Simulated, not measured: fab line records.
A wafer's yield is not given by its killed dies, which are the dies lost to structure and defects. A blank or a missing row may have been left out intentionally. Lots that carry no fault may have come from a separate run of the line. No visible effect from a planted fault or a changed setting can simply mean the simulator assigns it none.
A lot that was struck, set against a sound lot -- flow sfq_line -- 17 out of 325 route steps
Sound: wafers L178.1, L178.2, L178.6. Struck: wafer L189.4 (left out: L189.1, L189.2 of the same lot, which were not struck); the cause appears at the end.
Per side, at each step with rows, come the tool, then ch with its chambers, and then its first start. Under that, the readings that differ: sound wafers -- struck wafers -- difference of the means -- sigmas: that difference in standard deviations of wafers without a fault.
alike: readings with means less than 2 such deviations apart, plus words and numbers identical on both sides. not compared: withheld readings, readings lacking a value on some wafer, bounds such as >300 that could conceal the same value, and numbers that have no deviation in the record and whose values overlap.
A row with sigmas, a row that says differs or no value, or rows on one side alone: a step with any of these is where the two part. Numbers that have no deviation but don't overlap get no sigmas and don't part them. Lack of a reading on every wafer of one side parts them only where that side has two or more wafers.

SFQ_TRILAYER_I7_VIA_STRIP_STRIP_191: strips in O2.
  sound on rie_metal-02 ch 0,1, day 79 06:37; struck on rie_metal-02 ch 1, day 85 05:16
  alike: drypump_motor_current_A, oes_product_au
  not compared: rf_hours_counter_h
then, 8 steps without rows for these wafers: SFQ_TRILAYER_I7_VIA_STRIP_SOLV_CLEAN_192 (cleans in NMP, time 600 s); SFQ_TRILAYER_M8_LITHO_LOR_COAT_197; SFQ_TRILAYER_M8_LITHO_LOR_BAKE_198; SFQ_TRILAYER_M8_LITHO_COAT_193 (resist thk 600 nm); SFQ_TRILAYER_M8_LITHO_SOFTBAKE_199; SFQ_TRILAYER_M8_LITHO_EXPOSE_194 (exposes mask M8, target cd 2000 nm); SFQ_TRILAYER_M8_LITHO_PEB_196 (peb time 60 s); SFQ_TRILAYER_M8_LITHO_DEVELOP_195 (img clear 15 s, time 55 s).
SFQ_M8_OVL_MEAS_948:
  struck on overlay-02, day 85 20:40; sound on overlay-02, day 79 10:10
  alike: M8_OVL
then, 2 steps without rows for these wafers: SFQ_TRILAYER_M8_DEP_EVAP_197 (material Ti, target thk 20 nm, time 100 s); SFQ_TRILAYER_M8_DEP_EVAP_198 (material Pt, target thk 50 nm, time 250 s).
SFQ_TRILAYER_M8_DEP_EVAP_196: material Au, target thk 180 nm, time 900 s.
  struck on pvd_sputter-01, day 85 20:56; sound on pvd_sputter-02, day 79 10:26
reading,sound,struck,difference,sigmas
model.Au_of_TRILAYER_M8_DEP_EVAP_196.thk_nm (nm),181 182.2 182.3,186.5,+4.7,
SFQ_M8_RS_MEAS_949: a four-point-probe measurement.
  struck on film_metro-01, day 85 21:27; sound on film_metro-03, day 79 10:57
reading,sound,struck,difference,sigmas
M8_AU_RS (ohm/sq),0.1527 0.1514 0.1514,0.1486,-0.0032,-2
SFQ_M8_THK_MEAS_950: measures by xrf.
  struck on film_metro-01, day 85 21:34; sound on film_metro-03, day 79 11:04
reading,sound,struck,difference,sigmas
M8_AU_THK (nm),181.2 182.0 181.5,188.6,+7.0,+4
then, 1 step without rows for these wafers: SFQ_TRILAYER_M8_LIFTOFF_LIFTOFF_197 (chemistry NMP, time 600 s).
SFQ_M8_BOW_MEAS_951:
  struck on film_metro-04, day 85 21:59; sound on film_metro-04, day 79 11:19
reading,sound,struck,difference,sigmas
model.etest.m8.ohm_sq,0.153 0.1519 0.1518,0.1484,-0.0038,
  alike: M8_BOW

== WHERE THEY PART ==
Earliest at SFQ_M8_RS_MEAS_949; latest, in this record, at SFQ_M8_THK_MEAS_950. Later steps at which nothing parts them and some readings are alike: SFQ_M8_BOW_MEAS_951.

WHY: what had been put in by the simulator
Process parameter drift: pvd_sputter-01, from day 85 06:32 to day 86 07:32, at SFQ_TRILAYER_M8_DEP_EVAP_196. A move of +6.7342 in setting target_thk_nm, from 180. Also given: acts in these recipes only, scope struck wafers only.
